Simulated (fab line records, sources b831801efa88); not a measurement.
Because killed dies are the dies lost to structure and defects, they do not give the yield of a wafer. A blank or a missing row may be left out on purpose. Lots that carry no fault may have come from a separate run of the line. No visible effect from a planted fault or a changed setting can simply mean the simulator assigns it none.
fab line records	flow sky130
[record] lots = 24	wafers = 72	last-day = 50
route steps=708 shown SONOS_TUNNEL@162 GATE_OXIDE@189 RES_PROTECT@214 POLY_GATE@227 CONTACT@429 METAL1@440
lots that met no fault: from a run of the same line without faults
start-h: hours from the record's opening day to when the first of the lot's shown wafers began	wait-h: time in hours since the lot's previous step	" identical to the entry in the row above	L1.1+2: a single row standing in for several wafers	- no value present, or no start provided	* or withheld: withheld	< > ~ a bound
route shown NAME@n: names a module that has steps shown in the file, with the first one's number in the route	usual: the fault-free wafers' mean and standard deviation	same: alike in all rows	chamber/n: place in a boat	sites: each site's reading	_std_site: how widely they spread, as a standard deviation	_edge_site: mean of outer sites minus mean of inner sites	radius-mm: how far each site lies from the wafer's centre	mask NAME#n: copy n	behind: the last tool/chamber to shape the wafer	hold: why the lot was held/for how many hours/how that ended	device: the n, p or np transistor that did not switch	end of line: tests of these same wafers at the route's end	a step given without rows: its recipe and nothing more	killed: dies that structure and defects cost at the first sort, which is not the same as the wafer's yield	map: shows each die of a wafer: x if killed, . if not, _ if none is there
set.NAME: the setting as run; set.NAME@STEP: as run at that earlier step	model.NAME: the simulator's own value behind a step, which no gauge read
the route's steps for a sample of lots (tables are steps, rows are wafers)
services: the hour from which a tool's chamber was out of use, counted from the record's first day as start-h (under 0 if before that day), plus the number of hours and why
[[steps]]
[step SKY_SONOS_TUNNEL_OVL_MEAS_08]
[usual] SONOS_TUNNEL_OVL = -0.1/1.8
lot.wafer	tool	chamber	start-h	wait-h	SONOS_TUNNEL_OVL[nm]
L074.1	overlay-01	-	249.49	0.1	-1.3
L074.3	"	-	"	"	-0.6
L074.5	"	-	"	"	-1.3
L075.2	overlay-01	-	258.18	0.1	0.2
L075.3	"	-	"	"	0.6
L075.6	"	-	"	"	-1.2
L076.1	overlay-01	-	263.67	0.1	-1.5
L076.2	"	-	"	"	-2.2
L076.6	"	-	"	"	-1.3
L077.1	overlay-01	-	269.92	0.1	-0.3
L077.2	"	-	"	"	2.4
L077.5	"	-	"	"	-0.5
L078.1	overlay-02	-	281.84	0.1	-1.7
L078.2	"	-	"	"	-2.7
L078.3	"	-	"	"	-0.8
L079.1	overlay-01	-	302.37	0.1	2.7
L079.2	"	-	"	"	3.1
L079.6	"	-	"	"	0.8
L081.3	overlay-01	-	308.20	0.1	0.0
L081.4	"	-	"	"	-0.7
L081.6	"	-	"	"	-0.8
L080.3	overlay-01	-	309.73	0.1	-2.2
L080.4	"	-	"	"	-1.6
L080.5	"	-	"	"	-4.3
L082.1	overlay-02	-	312.44	0.1	0.6
L082.2	"	-	"	"	-0.3
L082.3	"	-	"	"	-1.5
L083.1	overlay-02	-	321.94	0.1	-0.9
L083.3	"	-	"	"	0.5
L083.6	"	-	"	"	1.3
L084.2	overlay-01	-	329.49	0.1	-1.4
L084.5	"	-	"	"	-0.1
L084.6	"	-	"	"	-3.4
L085.1	overlay-01	-	347.52	0.1	-0.8
L085.5	"	-	"	"	1.0
L085.6	"	-	"	"	-1.3
L087.1	overlay-01	-	356.32	0.1	-0.8
L087.3	"	-	"	"	-0.1
L087.4	"	-	"	"	-2.5
L086.2	overlay-01	-	359.88	0.1	1.6
L086.4	"	-	"	"	1.3
L086.5	"	-	"	"	0.8
L088.2	overlay-01	-	368.33	0.1	1.3
L088.3	"	-	"	"	4.4
L088.6	"	-	"	"	2.6
L089.1	overlay-02	-	377.27	0.1	0.0
L089.2	"	-	"	"	-1.0
L089.5	"	-	"	"	2.8
L090.2	overlay-01	-	382.04	0.1	-0.1
L090.3	"	-	"	"	0.4
L090.4	"	-	"	"	-0.2
L091.1	overlay-01	-	387.64	0.1	0.2
L091.2	"	-	"	"	1.1
L091.5	"	-	"	"	0.9
L093.3	overlay-02	-	398.25	0.1	0.9
L093.5	"	-	"	"	3.3
L093.6	"	-	"	"	0.5
L092.1	overlay-01	-	401.69	0.1	-1.9
L092.4	"	-	"	"	-1.6
L092.5	"	-	"	"	-0.7
L094.1	overlay-01	-	408.28	0.1	1.0
L094.3	"	-	"	"	2.7
L094.4	"	-	"	"	2.3
L095.2	overlay-01	-	420.79	0.1	-0.1
L095.3	"	-	"	"	0.2
L095.4	"	-	"	"	2.2
L096.3	overlay-02	-	422.90	0.1	-1.0
L096.4	"	-	"	"	0.1
L096.5	"	-	"	"	-0.6
L097.1	overlay-02	-	431.62	0.1	-1.5
L097.2	"	-	"	"	0.3
L097.5	"	-	"	"	-1.8
[step SKY_GATE_OXIDE_THK_MEAS_02]
[recipe] reads = SiO2_of_GATE_OXIDE_OXIDATION_01
[usual] GATE_OXIDE_OXIDATION_00_THK = 10.19/0.25
lot.wafer	tool	chamber	start-h	wait-h	GATE_OXIDE_OXIDATION_00_THK[nm]
L074.1	film-metro-03	-	283.36	0.0	10.54
L074.3	"	-	"	"	10.63
L074.5	"	-	"	"	10.38
L075.2	film-metro-04	-	291.26	0.0	10.43
L075.3	"	-	"	"	10.42
L075.6	"	-	"	"	10.39
L076.1	film-metro-01	-	295.56	0.0	10.67
L076.2	"	-	"	"	10.43
L076.6	"	-	"	"	10.45
L077.1	film-metro-03	-	303.30	0.0	10.48
L077.2	"	-	"	"	10.48
L077.5	"	-	"	"	10.36
L078.1	film-metro-03	-	319.49	0.0	10.18
L078.2	"	-	"	"	10.22
L078.3	"	-	"	"	10.17
L079.1	film-metro-03	-	340.10	0.0	10.39
L079.2	"	-	"	"	10.32
L079.6	"	-	"	"	10.67
L081.3	film-metro-01	-	344.15	0.0	10.45
L081.4	"	-	"	"	10.53
L081.6	"	-	"	"	10.39
L080.3	film-metro-04	-	344.28	0.0	10.38
L080.4	"	-	"	"	10.32
L080.5	"	-	"	"	10.40
L082.1	film-metro-04	-	351.30	0.0	10.29
L082.2	"	-	"	"	10.32
L082.3	"	-	"	"	10.19
L083.1	film-metro-04	-	358.16	0.0	10.25
L083.3	"	-	"	"	9.88
L083.6	"	-	"	"	10.12
L084.2	film-metro-01	-	367.15	0.0	10.50
L084.5	"	-	"	"	10.47
L084.6	"	-	"	"	10.32
L085.1	film-metro-03	-	385.21	0.0	10.08
L085.5	"	-	"	"	10.14
L085.6	"	-	"	"	10.18
L087.1	film-metro-04	-	394.48	0.0	10.06
L087.3	"	-	"	"	9.92
L087.4	"	-	"	"	10.08
L086.2	film-metro-04	-	401.46	0.0	10.40
L086.4	"	-	"	"	10.21
L086.5	"	-	"	"	10.53
L088.2	film-metro-03	-	407.49	0.0	9.79
L088.3	"	-	"	"	9.93
L088.6	"	-	"	"	9.89
L089.1	film-metro-01	-	418.99	0.0	9.84
L089.2	"	-	"	"	9.92
L089.5	"	-	"	"	9.93
L090.2	film-metro-04	-	423.41	0.0	9.91
L090.3	"	-	"	"	10.11
L090.4	"	-	"	"	10.02
L091.1	film-metro-04	-	429.01	0.0	10.21
L091.2	"	-	"	"	10.16
L091.5	"	-	"	"	10.22
L092.1	film-metro-04	-	442.52	0.0	10.09
L092.4	"	-	"	"	9.97
L092.5	"	-	"	"	10.03
L093.3	film-metro-03	-	442.54	0.0	9.90
L093.5	"	-	"	"	9.82
L093.6	"	-	"	"	9.76
L094.1	film-metro-04	-	449.39	0.0	10.03
L094.3	"	-	"	"	10.24
L094.4	"	-	"	"	10.32
L095.2	film-metro-04	-	461.52	0.0	9.76
L095.3	"	-	"	"	9.76
L095.4	"	-	"	"	9.77
L096.3	film-metro-01	-	461.53	0.0	9.74
L096.4	"	-	"	"	9.59
L096.5	"	-	"	"	9.66
L097.1	film-metro-04	-	473.17	0.0	10.17
L097.2	"	-	"	"	10.20
L097.5	"	-	"	"	9.94
[step SKY_RES_PROTECT_STRIP_07]
[recipe] chemistry = O2/N2	power-w = 1400	pressure-mtorr = 1500	platen-temp-c = withheld	o2-flow-sccm = 3000	n2-flow-sccm = 300	overash-fraction = 0.5
[usual] drypump-motor-current-A = 5.7/0.46	o2-flow-sccm = 2998/8.7	oes-product-au = 0.518/0.0046	strip-time-to-endpoint-s = 23.29/0.045
lot.wafer	tool	chamber	start-h	wait-h	drypump-motor-current-A	o2-flow-sccm	oes-product-au	rf-hours-counter-h	strip-time-to-endpoint-s
L074.1	plasma-asher-03	0	338.65	0.1	6.2	3006	0.517	53	23.32
L074.3	"	1	"	"	6.3	2994	0.524	-	23.28
L074.5	"	0	"	"	6.2	3003	0.522	-	23.34
L075.2	plasma-asher-01	1	347.96	0.1	5.4	2996	0.517	21	23.25
L075.3	"	0	"	"	4.9	2992	0.520	-	23.32
L075.6	"	1	"	"	5.4	2995	0.522	-	23.24
L077.1	plasma-asher-01	1	360.51	0.1	5.4	3009	0.522	23	23.31
L077.2	"	0	"	"	5.0	2997	0.517	23	23.33
L077.5	"	1	"	"	5.4	3007	0.507	-	23.29
L076.1	plasma-asher-03	0	360.85	0.1	6.1	3003	0.524	56	23.32
L076.2	"	1	"	"	6.3	3000	0.514	56	23.28
L076.6	"	0	"	"	6.2	2993	0.518	-	23.30
L078.1	plasma-asher-04	1	378.21	0.1	5.5	3018	0.512	62	23.42
L078.2	"	0	"	"	6.0	3002	0.514	62	23.38
L078.3	"	0	"	"	6.0	3002	0.516	-	23.34
L079.1	plasma-asher-04	1	399.02	0.1	5.6	3009	0.520	64	23.29
L079.2	"	0	"	"	6.0	3002	0.516	64	23.30
L079.6	"	1	"	"	5.6	2995	0.520	-	23.24
L080.3	plasma-asher-04	0	404.44	0.1	6.0	2998	0.519	-	23.37
L080.4	"	1	"	"	5.6	3005	0.515	-	23.37
L080.5	"	0	"	"	6.0	3007	0.522	-	23.38
L081.3	plasma-asher-01	1	404.44	0.1	5.4	3004	0.526	-	23.32
L081.4	"	0	"	"	4.9	2999	0.523	-	23.27
L081.6	"	1	"	"	5.4	2992	0.517	-	23.26
L082.1	plasma-asher-03	1	411.32	0.1	6.3	2987	0.517	61	23.23
L082.2	"	0	"	"	6.1	2992	0.510	61	23.22
L082.3	"	1	"	"	6.3	2984	0.519	-	23.24
L083.1	plasma-asher-03	1	419.51	0.1	6.3	2996	0.516	62	23.32
L083.3	"	1	"	"	6.3	2992	0.525	-	23.32
L083.6	"	1	"	"	6.3	2984	0.516	-	23.28
L084.2	plasma-asher-03	0	430.55	0.1	6.2	2999	0.516	63	23.25
L084.5	"	0	"	"	6.2	3017	0.525	-	23.29
L084.6	"	1	"	"	6.3	2989	0.517	-	23.26
L085.1	plasma-asher-01	1	448.24	0.1	5.4	2986	0.520	33	23.34
L085.5	"	0	"	"	5.0	2995	0.520	-	23.29
L085.6	"	1	"	"	5.4	2993	0.518	-	23.31
L087.1	plasma-asher-01	1	459.05	0.1	5.4	3008	0.520	34	23.20
L087.3	"	0	"	"	4.9	2992	0.507	-	23.25
L087.4	"	1	"	"	5.4	3003	0.508	-	23.24
L086.2	plasma-asher-04	0	469.17	0.1	6.0	2984	0.517	72	23.32
L086.4	"	0	"	"	6.0	3000	0.517	-	23.30
L086.5	"	1	"	"	5.6	2983	0.511	-	23.29
L088.2	plasma-asher-01	1	477.15	0.1	5.4	2999	0.516	36	23.32
L088.3	"	1	"	"	5.4	3005	0.517	-	23.34
L088.6	"	0	"	"	4.9	2997	0.521	-	23.27
L090.2	plasma-asher-03	0	487.30	0.1	6.2	3004	0.518	69	23.32
L090.3	"	0	"	"	6.2	3002	0.519	-	23.29
L090.4	"	1	"	"	6.3	3000	0.523	-	23.28
L089.1	plasma-asher-01	1	487.60	0.1	5.4	3008	0.515	37	23.22
L089.2	"	0	"	"	5.0	2998	0.515	37	23.26
L089.5	"	1	"	"	5.4	2997	0.519	-	23.21
L091.1	plasma-asher-04	1	494.36	0.1	5.6	2994	0.523	74	23.27
L091.2	"	0	"	"	6.0	2991	0.523	74	23.25
L091.5	"	0	"	"	6.0	2988	0.517	-	23.28
L093.3	plasma-asher-04	1	505.71	0.1	5.6	2997	0.521	-	23.28
L093.5	"	1	"	"	5.5	2986	0.519	-	23.24
L093.6	"	0	"	"	6.0	2987	0.528	-	23.28
L092.1	plasma-asher-04	0	506.70	0.1	6.0	3008	0.513	76	23.19
L092.4	"	1	"	"	5.5	2994	0.520	-	23.26
L092.5	"	1	"	"	5.5	2985	0.514	-	23.26
L094.1	plasma-asher-04	1	513.31	0.1	5.6	3003	0.511	76	23.29
L094.3	"	0	"	"	6.0	3004	0.517	-	23.35
L094.4	"	1	"	"	5.6	2997	0.518	-	23.32
L096.3	plasma-asher-03	0	526.46	0.1	6.2	2982	0.509	-	23.25
L096.4	"	1	"	"	6.3	2995	0.521	-	23.23
L096.5	"	0	"	"	6.1	2999	0.518	-	23.25
L095.2	plasma-asher-01	1	526.58	0.1	5.4	2995	0.522	41	23.27
L095.3	"	0	"	"	4.9	3014	0.507	-	23.29
L095.4	"	1	"	"	5.4	3001	0.516	-	23.28
L097.1	plasma-asher-01	0	537.01	0.1	5.0	2989	0.514	42	23.28
L097.2	"	1	"	"	5.4	2991	0.525	42	23.33
L097.5	"	0	"	"	5.0	2985	0.522	-	23.29
[step SKY_POLY_GATE_CD_MEAS_13]
[recipe] target-cd-nm = 150
[usual] cd-nm = 149.7/1.5
lot.wafer	tool	chamber	start-h	wait-h	cd-nm
L074.1	cd-sem-02	-	373.72	-	151.2
L074.3	"	-	"	"	151.9
L074.5	"	-	"	"	151.5
L075.2	cd-sem-02	-	380.48	-	149.6
L075.3	"	-	"	"	149.0
L075.6	"	-	"	"	149.3
L076.1	cd-sem-01	-	393.56	-	151.5
L076.2	"	-	"	"	151.8
L076.6	"	-	"	"	152.0
L077.1	cd-sem-02	-	393.90	-	148.3
L077.2	"	-	"	"	147.8
L077.5	"	-	"	"	147.9
L078.1	cd-sem-01	-	413.62	-	150.9
L078.2	"	-	"	"	151.8
L078.3	"	-	"	"	151.7
L079.1	cd-sem-01	-	432.45	-	149.2
L079.2	"	-	"	"	147.6
L079.6	"	-	"	"	149.4
L080.3	cd-sem-01	-	438.04	-	148.5
L080.4	"	-	"	"	150.5
L080.5	"	-	"	"	149.2
L081.3	cd-sem-01	-	438.39	-	149.6
L081.4	"	-	"	"	148.1
L081.6	"	-	"	"	149.5
L082.1	cd-sem-01	-	444.00	-	150.3
L082.2	"	-	"	"	151.6
L082.3	"	-	"	"	151.3
L083.1	cd-sem-01	-	452.46	-	147.6
L083.3	"	-	"	"	149.0
L083.6	"	-	"	"	148.6
L084.2	cd-sem-01	-	467.07	-	152.4
L084.5	"	-	"	"	152.8
L084.6	"	-	"	"	152.3
L085.1	cd-sem-02	-	480.36	-	150.7
L085.5	"	-	"	"	150.1
L085.6	"	-	"	"	151.2
L087.1	cd-sem-01	-	491.75	-	149.5
L087.3	"	-	"	"	148.7
L087.4	"	-	"	"	150.7
L086.2	cd-sem-01	-	501.22	-	148.2
L086.4	"	-	"	"	149.6
L086.5	"	-	"	"	148.7
L088.2	cd-sem-02	-	509.02	-	148.6
L088.3	"	-	"	"	149.9
L088.6	"	-	"	"	149.7
L090.2	cd-sem-01	-	520.37	-	150.0
L090.3	"	-	"	"	149.5
L090.4	"	-	"	"	148.2
L089.1	cd-sem-01	-	521.51	-	152.0
L089.2	"	-	"	"	152.6
L089.5	"	-	"	"	152.5
L091.1	cd-sem-02	-	526.47	-	148.6
L091.2	"	-	"	"	148.8
L091.5	"	-	"	"	149.6
L093.3	cd-sem-02	-	537.55	-	151.3
L093.5	"	-	"	"	151.6
L093.6	"	-	"	"	150.2
L092.1	cd-sem-02	-	539.00	-	150.9
L092.4	"	-	"	"	151.7
L092.5	"	-	"	"	151.5
L094.1	cd-sem-02	-	545.35	-	148.5
L094.3	"	-	"	"	147.7
L094.4	"	-	"	"	148.6
L096.3	cd-sem-02	-	558.19	-	147.8
L096.4	"	-	"	"	147.5
L096.5	"	-	"	"	148.0
L095.2	cd-sem-01	-	559.12	-	148.1
L095.3	"	-	"	"	147.9
L095.4	"	-	"	"	148.5
L097.1	cd-sem-01	-	569.16	-	146.6
L097.2	"	-	"	"	147.8
L097.5	"	-	"	"	147.5
[step SKY_CONTACT_SPUTTER_23]
[recipe] material = TiN	target-thk-nm = 20	chamber-pressure-pa = 5	power-w = 4000	time-s = 80
[usual] throttle-valve-pct = 29.7/1.2
lot.wafer	tool	chamber	start-h	wait-h	throttle-valve-pct
L074.1	pvd-sputter-03	-	737.03	0.0	28.6
L074.3	"	-	"	"	30.2
L074.5	"	-	"	"	30.3
L075.2	pvd-sputter-01	-	742.18	0.0	31.1
L075.3	"	-	"	"	31.5
L075.6	"	-	"	"	31.5
L077.1	pvd-sputter-04	-	757.89	0.0	28.5
L077.2	"	-	"	"	28.9
L077.5	"	-	"	"	31.4
L076.1	pvd-sputter-01	-	758.26	0.0	31.7
L076.2	"	-	"	"	29.3
L076.6	"	-	"	"	31.4
L078.1	pvd-sputter-03	-	776.03	0.0	28.0
L078.2	"	-	"	"	28.5
L078.3	"	-	"	"	30.1
L079.1	pvd-sputter-01	-	794.13	0.0	29.1
L079.2	"	-	"	"	28.7
L079.6	"	-	"	"	29.3
L080.3	pvd-sputter-04	-	796.84	0.0	29.2
L080.4	"	-	"	"	28.3
L080.5	"	-	"	"	31.4
L081.3	pvd-sputter-03	-	797.50	0.0	30.4
L081.4	"	-	"	"	28.0
L081.6	"	-	"	"	30.2
L082.1	pvd-sputter-01	-	807.24	0.0	31.4
L082.2	"	-	"	"	28.6
L082.3	"	-	"	"	31.3
L083.1	pvd-sputter-04	-	812.87	0.0	28.4
L083.3	"	-	"	"	31.1
L083.6	"	-	"	"	30.3
L084.2	pvd-sputter-04	-	817.79	0.0	28.9
L084.5	"	-	"	"	28.6
L084.6	"	-	"	"	28.7
L085.1	pvd-sputter-01	-	834.23	0.0	28.6
L085.5	"	-	"	"	31.1
L085.6	"	-	"	"	31.2
L087.1	pvd-sputter-03	-	849.23	0.0	28.6
L087.3	"	-	"	"	29.6
L087.4	"	-	"	"	29.9
L086.2	pvd-sputter-01	-	851.35	0.0	31.3
L086.4	"	-	"	"	29.3
L086.5	"	-	"	"	31.5
L088.2	pvd-sputter-01	-	856.04	0.0	31.4
L088.3	"	-	"	"	31.1
L088.6	"	-	"	"	31.3
L090.2	pvd-sputter-03	-	874.52	0.0	28.0
L090.3	"	-	"	"	30.2
L090.4	"	-	"	"	28.5
L089.1	pvd-sputter-01	-	875.43	0.0	31.4
L089.2	"	-	"	"	29.0
L089.5	"	-	"	"	29.4
L091.1	pvd-sputter-04	-	877.48	0.0	31.5
L091.2	"	-	"	"	28.3
L091.5	"	-	"	"	28.9
L093.3	pvd-sputter-03	-	881.11	0.0	28.5
L093.5	"	-	"	"	28.6
L093.6	"	-	"	"	30.2
L092.1	pvd-sputter-04	-	881.99	0.0	28.4
L092.4	"	-	"	"	29.0
L092.5	"	-	"	"	29.2
L094.1	pvd-sputter-01	-	885.30	0.0	31.4
L094.3	"	-	"	"	31.3
L094.4	"	-	"	"	29.4
L096.3	pvd-sputter-01	-	903.92	0.0	28.8
L096.4	"	-	"	"	29.1
L096.5	"	-	"	"	31.1
L095.2	pvd-sputter-03	-	904.26	0.0	28.1
L095.3	"	-	"	"	29.4
L095.4	"	-	"	"	28.7
L097.1	pvd-sputter-04	-	908.51	0.0	31.5
L097.2	"	-	"	"	30.5
L097.5	"	-	"	"	30.5
[step SKY_METAL1_THK_MEAS_06]
[recipe] thk-meas-gauge = xrf	reads = AlCu_of_METAL1_SPUTTER_02
[usual] METAL1_ALCU_THK = 248/3.8
lot.wafer	tool	chamber	start-h	wait-h	METAL1_ALCU_THK[nm]
L074.1	film-metro-04	-	738.28	0.1	247
L074.3	"	-	"	"	248
L074.5	"	-	"	"	246
L075.2	film-metro-04	-	743.10	0.1	252
L075.3	"	-	"	"	251
L075.6	"	-	"	"	252
L077.1	film-metro-01	-	758.80	0.1	247
L077.2	"	-	"	"	243
L077.5	"	-	"	"	248
L076.1	film-metro-01	-	759.17	0.1	250
L076.2	"	-	"	"	252
L076.6	"	-	"	"	247
L078.1	film-metro-04	-	777.05	0.1	245
L078.2	"	-	"	"	243
L078.3	"	-	"	"	246
L079.1	film-metro-01	-	795.15	0.1	249
L079.2	"	-	"	"	246
L079.6	"	-	"	"	250
L080.3	film-metro-04	-	797.78	0.1	245
L080.4	"	-	"	"	241
L080.5	"	-	"	"	239
L081.3	film-metro-04	-	798.43	0.1	252
L081.4	"	-	"	"	245
L081.6	"	-	"	"	247
L082.1	film-metro-01	-	808.15	0.1	248
L082.2	"	-	"	"	243
L082.3	"	-	"	"	244
L083.1	film-metro-03	-	813.78	0.1	251
L083.3	"	-	"	"	254
L083.6	"	-	"	"	248
L084.2	film-metro-04	-	818.71	0.1	244
L084.5	"	-	"	"	244
L084.6	"	-	"	"	245
L085.1	film-metro-04	-	835.14	0.1	252
L085.5	"	-	"	"	255
L085.6	"	-	"	"	248
L087.1	film-metro-03	-	850.22	0.1	246
L087.3	"	-	"	"	252
L087.4	"	-	"	"	247
L086.2	film-metro-04	-	852.27	0.1	252
L086.4	"	-	"	"	249
L086.5	"	-	"	"	250
L088.2	film-metro-01	-	856.96	0.1	240
L088.3	"	-	"	"	248
L088.6	"	-	"	"	247
L090.2	film-metro-03	-	875.44	0.1	255
L090.3	"	-	"	"	257
L090.4	"	-	"	"	257
L089.1	film-metro-03	-	876.34	0.1	250
L089.2	"	-	"	"	252
L089.5	"	-	"	"	254
L091.1	film-metro-04	-	878.41	0.1	257
L091.2	"	-	"	"	256
L091.5	"	-	"	"	252
L093.3	film-metro-03	-	882.26	0.1	247
L093.5	"	-	"	"	244
L093.6	"	-	"	"	245
L092.1	film-metro-04	-	882.91	0.1	247
L092.4	"	-	"	"	244
L092.5	"	-	"	"	247
L094.1	film-metro-03	-	886.24	0.1	247
L094.3	"	-	"	"	250
L094.4	"	-	"	"	246
L096.3	film-metro-03	-	904.86	0.1	249
L096.4	"	-	"	"	248
L096.5	"	-	"	"	244
L095.2	film-metro-01	-	905.18	0.1	246
L095.3	"	-	"	"	246
L095.4	"	-	"	"	242
L097.1	film-metro-03	-	909.43	0.1	248
L097.2	"	-	"	"	245
L097.5	"	-	"	"	250
[[services]]
tool	chamber	start-h	hours	kind
plasma-asher-04	-	340.08	15.6	pm
pvd-sputter-03	-	343.13	3.8	repair
plasma-asher-04	-	360.80	8.6	repair
pvd-sputter-01	-	416.44	0.9	repair
pvd-sputter-03	-	426.38	0.5	repair
pvd-sputter-04	-	469.48	43.7	repair
plasma-asher-04	-	476.09	2.2	repair
plasma-asher-03	-	536.96	2.8	pm
pvd-sputter-01	-	553.19	0.8	repair
pvd-sputter-01	2	581.52	-	consumable-replace:kit
pvd-sputter-01	2	581.52	18.0	scheduled-down
pvd-sputter-01	2	581.52	18.0	vent-cycle
pvd-sputter-04	-	593.92	7.4	repair
plasma-asher-01	-	663.86	1.5	repair
pvd-sputter-04	-	668.82	1.5	repair
pvd-sputter-03	-	692.84	1.3	repair
pvd-sputter-03	-	703.44	4.0	repair
plasma-asher-04	-	731.40	12.5	pm
plasma-asher-04	-	743.87	9.0	pm
pvd-sputter-01	-	772.95	3.6	repair
pvd-sputter-01	-	807.42	6.8	repair
pvd-sputter-04	-	825.80	2.9	repair
pvd-sputter-01	-	878.72	3.2	repair
pvd-sputter-03	-	892.38	5.4	repair
[[key]]
fault none
